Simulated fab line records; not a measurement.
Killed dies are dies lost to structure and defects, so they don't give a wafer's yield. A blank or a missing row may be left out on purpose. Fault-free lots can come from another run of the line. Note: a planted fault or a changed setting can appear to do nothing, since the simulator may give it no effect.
fab line records | flow sky130
[record] lots = 13 | wafers = 39 | lastDay = 50
route steps=708 shown GATE_OXIDE@192 POLY_GATE@205 PAD_OPEN@708
lots with no fault: from the same line, run without faults
startH: hours from the record's opening day to when the first of the lot's shown wafers began | waitH: how many hours have passed since the lot's step before this one | " the same as in the row above | L1.1+2: a single row standing in for several wafers | - either no value or no given start | * or withheld: withheld | < > ~ a bound
route shown NAME@n: names a module that has steps shown in the file, with the first one's number in the route | usual: mean/standard deviation of fault-free wafers | same: alike in all rows | chamber/n: place in a boat | sites: per-site readings | _std_site: their standard deviation | _edge_site: outer sites' mean less inner sites' | radiusMm: for every site, how far away it sits from the centre of the wafer | mask NAME#n: copy n | behind: the most recent tool/chamber to have shaped the wafer | hold: reason for holding the lot/hours on hold/outcome of the hold | device: names the non-switching transistor (n, p or np) | end of line: tests of these same wafers at the route's end | step lacking rows: just its recipe | killed: dies lost to structure and defects at the first sort, not the wafer's yield | map: shows each die of a wafer: x if killed, . if not, _ if none is there
set.NAME: the setting the step ran with; set.NAME@STEP: the setting that earlier step ran with | model.NAME: the simulator's own value behind a step, which no gauge read
route steps across a sampled set of lots; one table per step, one row per wafer
services: a tool's chamber out of use, with start hour (startH, from the record's first day; less than 0 if before it), hours out, and reason
[[steps]]
[step SKY_GATE_OXIDE_COAT_05]
[recipe] resist = NOVOLAK | spinRpm = 3000 | resistThkNm = 1140
lot.wafer  | tool          | chamber | startH | waitH
L914.1+2+5 | lithoTrack-01 | 0       | 292.19 | 0.1
L915.1+2+3 | lithoTrack-03 | 0       | 304.61 | 0.1
L916.1+2+4 | lithoTrack-02 | 0       | 309.65 | 0.1
L917.3+5+6 | lithoTrack-01 | 0       | 322.59 | 0.1
L919.2+4+5 | lithoTrack-03 | 0       | 337.18 | 0.1
L924.3+4+6 | lithoTrack-03 | 0       | 403.56 | 0.1
L925.1+5+6 | lithoTrack-01 | 0       | 406.54 | 0.1
L926.1+2+6 | lithoTrack-03 | 0       | 406.71 | 0.1
L928.1+2+5 | lithoTrack-03 | 0       | 424.01 | 0.1
L931.1+2+4 | lithoTrack-02 | 0       | 443.20 | 0.1
L935.2+3+6 | lithoTrack-01 | 0       | 469.96 | 0.1
L936.1+3+5 | lithoTrack-02 | 0       | 480.00 | 0.1
L937.2+3+5 | lithoTrack-02 | 0       | 489.23 | 0.1
[step SKY_GATE_OXIDE_STRIP_13]
[recipe] chemistry = O2/N2 | powerW = 1400 | pressureMtorr = 1500 | platenTempC = withheld | o2FlowSccm = 3000 | n2FlowSccm = 300 | overashFraction = 0.5
[usual] drypumpMotorCurrentA = 5.6/0.42 | oesProductAu = 0.716/0.0049 | stripTimeToEndpointS = 14.19/0.034
lot.wafer | tool           | chamber | startH | waitH | drypumpMotorCurrentA | oesProductAu | rfHoursCounterH | stripTimeToEndpointS
L914.1    | plasmaAsher-01 | 0       | 305.00 | 0.0   | 5.7                  | 0.720        | 63              | 14.19
L914.2    | "              | 1       | "      | "     | 6.2                  | 0.717        | 63              | 14.20
L914.5    | "              | 0       | "      | "     | 5.7                  | 0.717        | -               | 14.21
L915.1    | plasmaAsher-03 | 0       | 318.62 | 0.0   | 4.9                  | 0.704        | 47              | 14.13
L915.2    | "              | 1       | "      | "     | 5.9                  | 0.713        | 47              | 14.17
L915.3    | "              | 1       | "      | "     | 5.8                  | 0.725        | -               | 14.16
L916.1    | plasmaAsher-03 | 0       | 323.72 | 0.0   | 5.0                  | 0.717        | 48              | 14.17
L916.2    | "              | 1       | "      | "     | 5.8                  | 0.715        | 48              | 14.24
L916.4    | "              | 0       | "      | "     | 5.0                  | 0.724        | -               | 14.22
L917.3    | plasmaAsher-01 | 1       | 336.52 | 0.0   | 6.1                  | 0.707        | -               | 14.21
L917.5    | "              | 1       | "      | "     | 6.2                  | 0.709        | -               | 14.20
L917.6    | "              | 0       | "      | "     | 5.7                  | 0.711        | -               | 14.19
L919.2    | plasmaAsher-03 | 1       | 351.57 | 0.0   | 5.8                  | 0.726        | 51              | 14.21
L919.4    | "              | 0       | "      | "     | 5.0                  | 0.725        | -               | 14.18
L919.5    | "              | 1       | "      | "     | 5.8                  | 0.707        | -               | 14.18
L924.3    | plasmaAsher-03 | 0       | 418.94 | 0.0   | 4.9                  | 0.714        | -               | 14.16
L924.4    | "              | 1       | "      | "     | 5.8                  | 0.719        | -               | 14.13
L924.6    | "              | 0       | "      | "     | 4.9                  | 0.715        | -               | 14.14
L925.1    | plasmaAsher-01 | 1       | 421.44 | 0.0   | 6.2                  | 0.713        | 72              | 14.19
L925.5    | "              | 0       | "      | "     | 5.7                  | 0.710        | -               | 14.19
L925.6    | "              | 1       | "      | "     | 6.1                  | 0.713        | -               | 14.22
L926.1    | plasmaAsher-01 | 0       | 421.67 | 0.0   | 5.7                  | 0.717        | 72              | 14.14
L926.2    | "              | 1       | "      | "     | 6.2                  | 0.506        | 72              | 6.45
L926.6    | "              | 0       | "      | "     | 5.7                  | 0.509        | -               | 6.46
L928.1    | plasmaAsher-01 | 1       | 440.29 | 0.0   | 6.2                  | 0.718        | 74              | 14.16
L928.2    | "              | 0       | "      | "     | 5.7                  | 0.502        | 74              | 6.45
L928.5    | "              | 1       | "      | "     | 6.2                  | 0.710        | -               | 14.20
L931.1    | plasmaAsher-03 | 0       | 458.72 | 0.0   | 5.0                  | 0.712        | 62              | 14.19
L931.2    | "              | 1       | "      | "     | 5.8                  | 0.718        | 62              | 14.17
L931.4    | "              | 0       | "      | "     | 5.0                  | 0.712        | -               | 14.18
L935.2    | plasmaAsher-04 | 1       | 485.54 | 0.0   | 5.3                  | 0.709        | 34              | 14.21
L935.3    | "              | 1       | "      | "     | 5.3                  | 0.715        | -               | 14.21
L935.6    | "              | 0       | "      | "     | 5.8                  | 0.720        | -               | 14.21
L936.1    | plasmaAsher-01 | 0       | 495.48 | 0.0   | 5.7                  | 0.707        | 80              | 14.20
L936.3    | "              | 1       | "      | "     | 6.1                  | 0.709        | -               | 14.17
L936.5    | "              | 0       | "      | "     | 5.7                  | 0.706        | -               | 14.17
L937.2    | plasmaAsher-04 | 1       | 505.22 | 0.0   | 5.3                  | 0.713        | 36              | 14.18
L937.3    | "              | 0       | "      | "     | 5.8                  | 0.715        | -               | 14.17
L937.5    | "              | 1       | "      | "     | 5.3                  | 0.720        | -               | 14.22
[step SKY_POLY_GATE_THK_MEAS_01]
[recipe] reads = poly-Si_of_POLY_GATE_CVD_00
[usual] POLY_GATE_CVD_00_THK = 179.7/1.5
lot.wafer | tool         | chamber | startH | waitH | POLY_GATE_CVD_00_THK[nm]
L914.1    | filmMetro-04 | -       | 309.36 | 0.0   | 178.6
L914.2    | "            | -       | "      | "     | 178.1
L914.5    | "            | -       | "      | "     | 179.2
L915.1    | filmMetro-02 | -       | 322.18 | 0.0   | 179.7
L915.2    | "            | -       | "      | "     | 178.3
L915.3    | "            | -       | "      | "     | 178.9
L916.1    | filmMetro-04 | -       | 327.29 | 0.0   | 178.9
L916.2    | "            | -       | "      | "     | 178.8
L916.4    | "            | -       | "      | "     | 178.3
L917.3    | filmMetro-01 | -       | 340.04 | 0.0   | 182.2
L917.5    | "            | -       | "      | "     | 182.3
L917.6    | "            | -       | "      | "     | 180.9
L919.2    | filmMetro-04 | -       | 355.78 | 0.0   | 181.2
L919.4    | "            | -       | "      | "     | 181.5
L919.5    | "            | -       | "      | "     | 180.0
L924.3    | filmMetro-02 | -       | 422.52 | 0.0   | 175.9
L924.4    | "            | -       | "      | "     | 177.8
L924.6    | "            | -       | "      | "     | 176.6
L925.1    | filmMetro-01 | -       | 425.79 | 0.0   | 181.5
L925.5    | "            | -       | "      | "     | 180.5
L925.6    | "            | -       | "      | "     | 180.9
L926.1    | filmMetro-02 | -       | 425.79 | 0.0   | 178.9
L926.2    | "            | -       | "      | "     | 180.6
L926.6    | "            | -       | "      | "     | 180.8
L928.1    | filmMetro-02 | -       | 443.24 | 0.0   | 179.5
L928.2    | "            | -       | "      | "     | 180.6
L928.5    | "            | -       | "      | "     | 180.6
L931.1    | filmMetro-01 | -       | 461.67 | 0.0   | 180.6
L931.2    | "            | -       | "      | "     | 180.4
L931.4    | "            | -       | "      | "     | 179.9
L935.2    | filmMetro-04 | -       | 488.49 | 0.0   | 179.7
L935.3    | "            | -       | "      | "     | 179.0
L935.6    | "            | -       | "      | "     | 179.2
L936.1    | filmMetro-02 | -       | 499.32 | 0.0   | 178.0
L936.3    | "            | -       | "      | "     | 179.1
L936.5    | "            | -       | "      | "     | 180.8
L937.2    | filmMetro-02 | -       | 509.26 | 0.0   | 178.1
L937.3    | "            | -       | "      | "     | 177.2
L937.5    | "            | -       | "      | "     | 178.3
[step SKY_POLY_GATE_THK_MEAS_04]
[recipe] reads = Si3N4_of_POLY_GATE_CVD_03
[usual] POLY_GATE_CVD_03_THK = 74.7/0.63
lot.wafer | tool         | chamber | startH | waitH | POLY_GATE_CVD_03_THK[nm]
L914.1    | filmMetro-02 | -       | 337.98 | 0.0   | 73.9
L914.2    | "            | -       | "      | "     | 74.6
L914.5    | "            | -       | "      | "     | 74.2
L915.1    | filmMetro-01 | -       | 351.83 | 0.0   | 74.4
L915.2    | "            | -       | "      | "     | 73.7
L915.3    | "            | -       | "      | "     | 74.2
L916.1    | filmMetro-02 | -       | 360.61 | 0.0   | 74.5
L916.2    | "            | -       | "      | "     | 74.1
L916.4    | "            | -       | "      | "     | 74.9
L917.3    | filmMetro-01 | -       | 370.58 | 0.0   | 74.3
L917.5    | "            | -       | "      | "     | 74.4
L917.6    | "            | -       | "      | "     | 74.4
L919.2    | filmMetro-01 | -       | 385.54 | 0.0   | 74.5
L919.4    | "            | -       | "      | "     | 75.1
L919.5    | "            | -       | "      | "     | 75.2
L924.3    | filmMetro-04 | -       | 454.87 | 0.0   | 74.9
L924.4    | "            | -       | "      | "     | 74.3
L924.6    | "            | -       | "      | "     | 74.3
L925.1    | filmMetro-02 | -       | 457.43 | 0.0   | 74.1
L925.5    | "            | -       | "      | "     | 74.5
L925.6    | "            | -       | "      | "     | 74.1
L926.1    | filmMetro-04 | -       | 459.84 | 0.0   | 75.2
L926.2    | "            | -       | "      | "     | 74.4
L926.6    | "            | -       | "      | "     | 74.9
L928.1    | filmMetro-04 | -       | 474.36 | 0.0   | 76.1
L928.2    | "            | -       | "      | "     | 75.9
L928.5    | "            | -       | "      | "     | 76.1
L931.1    | filmMetro-01 | -       | 493.68 | 0.0   | 75.3
L931.2    | "            | -       | "      | "     | 75.5
L931.4    | "            | -       | "      | "     | 75.5
L935.2    | filmMetro-01 | -       | 521.29 | 0.0   | 74.8
L935.3    | "            | -       | "      | "     | 74.4
L935.6    | "            | -       | "      | "     | 74.3
L936.1    | filmMetro-04 | -       | 530.93 | 0.0   | 75.6
L936.3    | "            | -       | "      | "     | 75.6
L936.5    | "            | -       | "      | "     | 76.0
L937.2    | filmMetro-01 | -       | 550.15 | 0.0   | 74.8
L937.3    | "            | -       | "      | "     | 74.7
L937.5    | "            | -       | "      | "     | 73.9
[step SKY_POLY_GATE_CD_MEAS_13]
[recipe] targetCdNm = 150
[usual] cdNm = 149.7/1.2
lot.wafer | tool     | chamber | startH | waitH | cdNm
L914.1    | cdSem-01 | -       | 365.56 | -     | 149.2
L914.2    | "        | -       | "      | "     | 147.9
L914.5    | "        | -       | "      | "     | 149.3
L915.1    | cdSem-02 | -       | 380.11 | -     | 147.6
L915.2    | "        | -       | "      | "     | 148.8
L915.3    | "        | -       | "      | "     | 149.2
L916.1    | cdSem-01 | -       | 389.06 | -     | 148.7
L916.2    | "        | -       | "      | "     | 149.5
L916.4    | "        | -       | "      | "     | 150.4
L917.3    | cdSem-01 | -       | 398.94 | -     | 149.8
L917.5    | "        | -       | "      | "     | 149.0
L917.6    | "        | -       | "      | "     | 150.2
L919.2    | cdSem-02 | -       | 413.62 | -     | 148.1
L919.4    | "        | -       | "      | "     | 147.8
L919.5    | "        | -       | "      | "     | 148.8
L924.3    | cdSem-02 | -       | 485.25 | -     | 147.7
L924.4    | "        | -       | "      | "     | 149.9
L924.6    | "        | -       | "      | "     | 149.3
L925.1    | cdSem-01 | -       | 488.16 | -     | 151.5
L925.5    | "        | -       | "      | "     | 152.0
L925.6    | "        | -       | "      | "     | 150.4
L926.1    | cdSem-01 | -       | 489.76 | -     | 148.0
L926.2    | "        | -       | "      | "     | 148.5
L926.6    | "        | -       | "      | "     | 148.4
L928.1    | cdSem-02 | -       | 505.20 | -     | 147.6
L928.2    | "        | -       | "      | "     | 149.4
L928.5    | "        | -       | "      | "     | 147.9
L931.1    | cdSem-02 | -       | 524.11 | -     | 150.4
L931.2    | "        | -       | "      | "     | 151.3
L931.4    | "        | -       | "      | "     | 149.6
L935.2    | cdSem-01 | -       | 550.93 | -     | 150.1
L935.3    | "        | -       | "      | "     | 149.9
L935.6    | "        | -       | "      | "     | 149.8
L936.1    | cdSem-01 | -       | 559.45 | -     | 149.4
L936.3    | "        | -       | "      | "     | 149.4
L936.5    | "        | -       | "      | "     | 150.2
L937.2    | cdSem-02 | -       | 580.13 | -     | 149.0
L937.3    | "        | -       | "      | "     | 147.2
L937.5    | "        | -       | "      | "     | 149.1
[step SKY_PAD_OPEN_PROBE_99]
[usual] killed_at_M0_to_M3 = 43/6.8 | killed_at_M4_up = 3.2/1.8 | killedAtContacts = 24/6.2 | killedAtFrontEnd = 15/4.7 | killedAtOther = 0.4/0.63 | killedDies = 86/9.6 | killedOnRim = 17/3.9 | killedOpen = 47/6.9 | killedShort = 39/6.3
[same] grossDies = 492 | killedAtBackSide = 0
lot.wafer | tool      | chamber | startH  | waitH | killed_at_M0_to_M3 | killed_at_M4_up | killedAtContacts | killedAtFrontEnd | killedAtOther | killedDies | killedOnRim | killedOpen | killedShort
L926.1    | prober-01 | -       | 1153.25 | 0.1   | 45                 | 6               | 31               | 9                | 0             | 91         | 22          | 48         | 42
L926.2    | prober-01 | -       | 1153.30 | 0.1   | 56                 | 2               | 29               | 83               | 1             | 171        | 49          | 60         | 38
L926.6    | prober-01 | -       | 1153.50 | 0.2   | 52                 | 3               | 17               | 102              | 0             | 174        | 58          | 42         | 39
L928.1    | prober-02 | -       | 1160.88 | 0.1   | 49                 | 3               | 24               | 14               | 1             | 91         | 19          | 43         | 45
L928.2    | prober-02 | -       | 1160.93 | 0.1   | 49                 | 6               | 16               | 92               | 0             | 163        | 65          | 55         | 39
L928.5    | prober-02 | -       | 1161.08 | 0.2   | 40                 | 4               | 27               | 15               | 1             | 87         | 12          | 44         | 42
// killed by level:class
L926.1 LI_CONTACT:geometricParticle:open=9 VIA2:geometricParticle:open=9 CONTACT:geometricParticle:open=8 CONTACT:geometricParticle:short=7 METAL2:geometricParticle:short=6 VIA3:geometricParticle:open=5 VIA1:geometricParticle:open=5 METAL4:geometricParticle:short=5
L926.2 GATE_OXIDE:areaExpose=72 CONTACT:geometricParticle:open=12 VIA1:geometricParticle:open=11 METAL2:geometricParticle:short=11 METAL1:geometricParticle:short=9 LI_CONTACT:geometricParticle:open=8 VIA2:geometricParticle:open=8 VIA3:geometricParticle:open=4
L926.6 GATE_OXIDE:areaExpose=93 VIA1:geometricParticle:open=11 METAL1:geometricParticle:short=7 VIA3:geometricParticle:open=7 VIA2:geometricParticle:open=6 CONTACT:geometricParticle:short=5 CONTACT:geometricParticle:open=4 VIA3:geometricParticle:short=4
L928.1 VIA3:geometricParticle:open=10 METAL2:geometricParticle:short=9 VIA2:geometricParticle:open=7 CONTACT:geometricParticle:open=7 VIA1:geometricParticle:short=6 VIA1:geometricParticle:open=6 LI_CONTACT:geometricParticle:open=5 LOCAL_INTERCONNECT:geometricParticle:short=5
L928.2 GATE_OXIDE:areaExpose=69 VIA1:geometricParticle:open=11 CONTACT:geometricParticle:open=8 POLY_GATE:geometricParticle:short=6 VIA2:geometricParticle:open=6 VIA3:geometricParticle:open=6 FIELD_ISO:geometricParticle:short=5 VIA1:geometricParticle:short=5
L928.5 VIA1:geometricParticle:open=9 VIA3:geometricParticle:open=8 LI_CONTACT:geometricParticle:open=7 VIA1:geometricParticle:short=7 CONTACT:geometricParticle:open=6 FIELD_ISO:geometricParticle:short=5 LI_CONTACT:geometricParticle:short=5 CONTACT:geometricParticle:short=5
[[services]]
tool           | chamber | startH | hours | kind
plasmaAsher-03 | -       | 398.54 | 1.7   | repair
plasmaAsher-01 | -       | 411.08 | 1.6   | repair
plasmaAsher-04 | -       | 431.73 | 14.6  | pm
plasmaAsher-03 | -       | 496.29 | 5.1   | repair
[[key]]
[firstSign] step = SKY_GATE_OXIDE_STRIP_13 | reading = stripTimeToEndpointS | direction = down | sigmas = 99+ | usual = * | struck = *
[effect] step = SKY_GATE_OXIDE_STRIP_13 | reading = oesProductAu | direction = down | sigmas = 43 | usual = 0.716 | struck = 0.506
[effect] step = SKY_PAD_OPEN_PROBE_99 | reading = killedAtFrontEnd | direction = up | sigmas = 17 | usual = 15 | struck = 92
[moreKillsBornAt] SKY_GATE_OXIDE_EXPOSE_07@ilineStepper-02 = 165 | SKY_GATE_OXIDE_EXPOSE_07@ilineStepper-01 = 69
metAt SKY_GATE_OXIDE_COAT_05
struckLots L926,L928
struckWafers L926.2,L926.6,L928.2
testerLeftOut L926,L928
notActingAt SKY_POLY_GATE_THK_MEAS_01,SKY_POLY_GATE_THK_MEAS_04,SKY_POLY_GATE_CD_MEAS_13
onsetBetween 403.56 406.71
[fault] kind = processParameterDrift | tool = lithoTrack-03 | chamber = - | onsetH = 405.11 | steps = SKY_GATE_OXIDE_COAT_05 | channel = resistThkNm | offset = -657.25 | shape = step | endH = 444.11 | scope = struckWafersOnly | actsIn = theseRecipesOnly | stated = 1140
// testerLeftOut: of these lots the tester's yield and bins aren't shown, on N5 and GAA mostly nor the transistor test; their killed dies are dies lost to structure and defects alone, not to doping, threshold or leakage, so they don't give the yield
